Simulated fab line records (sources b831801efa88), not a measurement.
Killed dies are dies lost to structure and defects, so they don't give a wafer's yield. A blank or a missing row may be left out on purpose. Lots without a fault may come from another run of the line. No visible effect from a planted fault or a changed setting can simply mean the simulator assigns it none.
The same fault as seen by 2 desks + flow sky130 + only its own numbers are on each desk; what lay behind them is given at the end

== TOOL OWNER'S DESK, implanter-04 ==
The tool's own readings at SKY_NWELL_IMPLANT_13: means of the sampled wafers that have a number, for each lot that ran on this tool. A lot is out of limits, marked OUT, if its mean lies more than 4 standard deviations from the usual mean; the brackets give that distance.
Columns: A = beam-on-s at SKY_NWELL_IMPLANT_13, usual 10.01 s; B = end-station-pressure-torr at SKY_NWELL_IMPLANT_13, usual 5e-06 Torr; C = faraday-current-uA at SKY_NWELL_IMPLANT_13, usual 3.94
| lot  | first seen here | A                | B     | C               |
|------|-----------------|------------------|-------|-----------------|
| L289 | day 5 07:32     | 10.17            | 5e-06 | 3.89            |
| L298 | day 7 12:16     | 10.89 (+4.4) OUT | 5e-06 | 3.63            |
| L301 | day 8 03:39     | 10.43            | 5e-06 | 3.81            |
| L302 | day 8 09:32     | 11.15 (+5.7) OUT | 5e-06 | 3.56 (-4.8) OUT |
This desk's finding: out of limits on L298, L302; first on L298, day 7 12:16 (beam-on-s at SKY_NWELL_IMPLANT_13). L289, L301 stayed within limits.

== AT THE METROLOGY DESK ==
What the gauges read, lot by lot, whatever tool the lot ran on: means of the sampled wafers that have a number. A lot is out of limits, marked OUT, if its mean lies more than 4 standard deviations from the usual mean; the brackets give that distance.
Columns: A = PWDE_TW at SKY_PWDE_TW_MEAS_10, usual 372; B = NWELL_00_OVL at SKY_NWELL_OVL_MEAS_10, usual 0.0 nm
| lot  | first seen here | A   | B    |
|------|-----------------|-----|------|
| L288 | day 4 07:14     | 368 | 0.6  |
| L289 | day 4 14:11     | 376 | -2.5 |
| L298 | day 6 17:20     | 369 | 1.0  |
| L301 | day 7 08:14     | 377 | -0.8 |
| L302 | day 7 13:41     | 377 | -0.9 |
| L303 | day 7 20:14     | 375 | -0.0 |
| L308 | day 9 04:23     | 373 | 0.4  |
Finding of this desk: none of the 7 lots has anything out of limits.

== BROUGHT TOGETHER ==
An alarm could have come from the tool owner's desk at day 7 12:16, on L298, L302.
From the metrology desk's view, nothing was out of limits.
The metrology desk holds a record of L298, L302, inside its limits.
On implanter-04, each named lot ran SKY_NWELL_IMPLANT_13.

== WHAT HAD BEEN PUT IN BY THE SIMULATOR ==
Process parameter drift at SKY_NWELL_IMPLANT_13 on implanter-04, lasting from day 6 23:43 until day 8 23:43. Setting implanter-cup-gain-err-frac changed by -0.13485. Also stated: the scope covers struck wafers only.
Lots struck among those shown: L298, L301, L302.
Hours from the fault's start to each desk's first reading out of limits: the tool owner's desk, 13.
